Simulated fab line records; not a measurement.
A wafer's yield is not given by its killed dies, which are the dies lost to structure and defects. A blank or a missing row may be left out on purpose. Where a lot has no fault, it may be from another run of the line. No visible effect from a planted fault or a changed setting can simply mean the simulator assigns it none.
Which tool did it? / flow sky130 / 12 lots, 33 wafers sampled, at 4 steps of a route of 708

WHAT THE GAUGES SHOWED, per wafer
SKY_LDD_N_TW_MEAS_17. Usual: LDD_N_TW 2582, standard deviation 29.
lot=L306; measured=day 17 10:49; on=film metro-03; LDD_N_TW=2554 2561 2539; flag=
lot=L307; measured=day 17 21:40; on=film metro-01; LDD_N_TW=2597 2610 2590; flag=
lot=L310; measured=day 19 01:41; on=film metro-03; LDD_N_TW=2559 2549 2548; flag=
lot=L313; measured=day 21 03:17; on=film metro-04; LDD_N_TW=2600 2608 2605; flag=
lot=L315; measured=day 21 07:16; on=film metro-04; LDD_N_TW=2605 2603 2617; flag=
lot=L316; measured=day 21 17:07; on=film metro-03; LDD_N_TW=2555 2547 2552; flag=
lot=L317; measured=day 22 01:58; on=film metro-04; LDD_N_TW=2633 2616; flag=
lot=L320; measured=day 23 04:00; on=film metro-04; LDD_N_TW=2603 2610; flag=
lot=L322; measured=day 23 16:35; on=film metro-01; LDD_N_TW=2602 2605; flag=
lot=L326; measured=day 25 07:17; on=film metro-03; LDD_N_TW=2544 2553 2559; flag=
lot=L327; measured=day 25 15:43; on=film metro-03; LDD_N_TW=2541 2543 2554; flag=
lot=L329; measured=day 25 20:34; on=film metro-01; LDD_N_TW=2609 2611 2599; flag=

SKY_LDD_HVP_TW_MEAS_10. Usual: LDD_HVP_TW 454, standard deviation 4.4.
lot=L306; measured=day 21 04:19; on=film metro-03; LDD_HVP_TW=451 448 452; flag=
lot=L307; measured=day 21 15:13; on=film metro-03; LDD_HVP_TW=449 450 447; flag=
lot=L310; measured=day 22 20:05; on=film metro-03; LDD_HVP_TW=454 453 453; flag=
lot=L313; measured=day 24 21:58; on=film metro-02; LDD_HVP_TW=460 458 459; flag=
lot=L315; measured=day 25 00:50; on=film metro-02; LDD_HVP_TW=452 452 454; flag=
lot=L316; measured=day 25 12:07; on=film metro-03; LDD_HVP_TW=447 449 450; flag=
lot=L317; measured=day 25 21:22; on=film metro-02; LDD_HVP_TW=455 452; flag=
lot=L320; measured=day 26 20:57; on=film metro-02; LDD_HVP_TW=453 455; flag=
lot=L322; measured=day 27 08:37; on=film metro-04; LDD_HVP_TW=461 461; flag=
lot=L326; measured=day 28 23:01; on=film metro-02; LDD_HVP_TW=455 455 456; flag=
lot=L327; measured=day 29 07:22; on=film metro-03; LDD_HVP_TW=450 448 450; flag=
lot=L329; measured=day 29 11:37; on=film metro-03; LDD_HVP_TW=450 451 450; flag=

SKY_SD_N_CD_MEAS_07: the cd target is 380 nm. Usual: cd nm at 380.6 nm, with a standard deviation of 2.3.
lot=L306; measured=day 27 10:49; on=cd sem-01; cd nm (nm)=380.3 380.0 381.2; flag=
lot=L307; measured=day 27 22:13; on=cd sem-01; cd nm (nm)=380.2 380.4 378.0; flag=
lot=L310; measured=day 29 00:10; on=cd sem-02; cd nm (nm)=387.0 386.0 381.8; flag=
lot=L313; measured=day 30 23:01; on=cd sem-01; cd nm (nm)=381.3 381.3 380.0; flag=
lot=L315; measured=day 31 02:20; on=cd sem-01; cd nm (nm)=379.6 380.8 382.7; flag=
lot=L316; measured=day 31 12:49; on=cd sem-01; cd nm (nm)=379.9 378.3 377.7; flag=
lot=L317; measured=day 31 20:34; on=cd sem-02; cd nm (nm)=413.7 378.1; flag=OFF
lot=L320; measured=day 32 20:44; on=cd sem-01; cd nm (nm)=419.5 380.7; flag=OFF
lot=L322; measured=day 33 07:08; on=cd sem-02; cd nm (nm)=419.5 383.3; flag=OFF
lot=L326; measured=day 34 18:43; on=cd sem-02; cd nm (nm)=383.6 381.0 382.3; flag=
lot=L327; measured=day 35 01:44; on=cd sem-01; cd nm (nm)=377.3 376.7 374.5; flag=
lot=L329; measured=day 35 05:40; on=cd sem-01; cd nm (nm)=378.2 376.2 379.7; flag=

EACH LOT AND THE TOOL THAT RAN IT (in order: tool; ch and the chambers of the sampled wafers; start)
lot=L306; SKY_SD_N_COAT_02=litho track-01 ch 0, day 26 19:46
lot=L307; SKY_SD_N_COAT_02=litho track-01 ch 0, day 27 07:01
lot=L310; SKY_SD_N_COAT_02=litho track-01 ch 0, day 28 10:07
lot=L313; SKY_SD_N_COAT_02=litho track-02 ch 0, day 30 09:13
lot=L315; SKY_SD_N_COAT_02=litho track-01 ch 0, day 30 12:50
lot=L316; SKY_SD_N_COAT_02=litho track-01 ch 0, day 30 22:25
lot=L317; SKY_SD_N_COAT_02=litho track-01 ch 0, day 31 06:55
lot=L320; SKY_SD_N_COAT_02=litho track-01 ch 0, day 32 07:05
lot=L322; SKY_SD_N_COAT_02=litho track-01 ch 0, day 32 17:31
lot=L326; SKY_SD_N_COAT_02=litho track-03 ch 0, day 34 05:38
lot=L327; SKY_SD_N_COAT_02=litho track-03 ch 0, day 34 12:20
lot=L329; SKY_SD_N_COAT_02=litho track-03 ch 0, day 34 15:38
- SKY_SD_N_COAT_02: resist thk 1140 nm.

WHAT THE TOOLS THEMSELVES READ (means of the sampled wafers that have a number; where no wafer has one, the mark that the record gives instead)
SKY_SD_N_COAT_02. Usual: spin speed rpm at 3000.0 rpm, with a standard deviation of 2.
lot=L306; tool=litho track-01; spin speed rpm (rpm)=2998.6; flag=
lot=L307; tool=litho track-01; spin speed rpm (rpm)=3000.2; flag=
lot=L310; tool=litho track-01; spin speed rpm (rpm)=2999.0; flag=
lot=L313; tool=litho track-02; spin speed rpm (rpm)=3001.7; flag=
lot=L315; tool=litho track-01; spin speed rpm (rpm)=3000.8; flag=
lot=L316; tool=litho track-01; spin speed rpm (rpm)=2997.5; flag=
lot=L317; tool=litho track-01; spin speed rpm (rpm)=2998.1; flag=
lot=L320; tool=litho track-01; spin speed rpm (rpm)=2999.9; flag=
lot=L322; tool=litho track-01; spin speed rpm (rpm)=2999.8; flag=
lot=L326; tool=litho track-03; spin speed rpm (rpm)=2998.1; flag=
lot=L327; tool=litho track-03; spin speed rpm (rpm)=2999.8; flag=
lot=L329; tool=litho track-03; spin speed rpm (rpm)=3000.3; flag=

THE ANSWER, worked out from the rows above alone
Rule: a lot is off if the mean of its wafers that have a number lies more than 3 standard deviations from the usual mean. Also off: a lot with no number at a reading for which 4 or more lots have one. The other lots that the step has rows for count as sound. The gauges are gone through in route order, then the tools' own readings, and for those a lot's mean is taken as printed above. At the first step where some lot is off, the reading lying furthest off is the one used; lots without a number count as furthest.
Off: L317, L320, L322 (SKY_SD_N_CD_MEAS_07, cd nm).
If a tool, at a process step before that reading, ran all the lots that are off and no sound lot after the first of them, it fits. The gauges at SKY_SD_N_CD_MEAS_07 are tried like those tools. One fits: SKY_SD_N_COAT_02 on litho track-01. A fault onset in the window from L316 (day 30 22:25, its last sound lot) to L317 (day 31 06:55, its first lot off) fits.

WHAT THE SIMULATOR HAD PUT IN
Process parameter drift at SKY_SD_N_COAT_02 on litho track-01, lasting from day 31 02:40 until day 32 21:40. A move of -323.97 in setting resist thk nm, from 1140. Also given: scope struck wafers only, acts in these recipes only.
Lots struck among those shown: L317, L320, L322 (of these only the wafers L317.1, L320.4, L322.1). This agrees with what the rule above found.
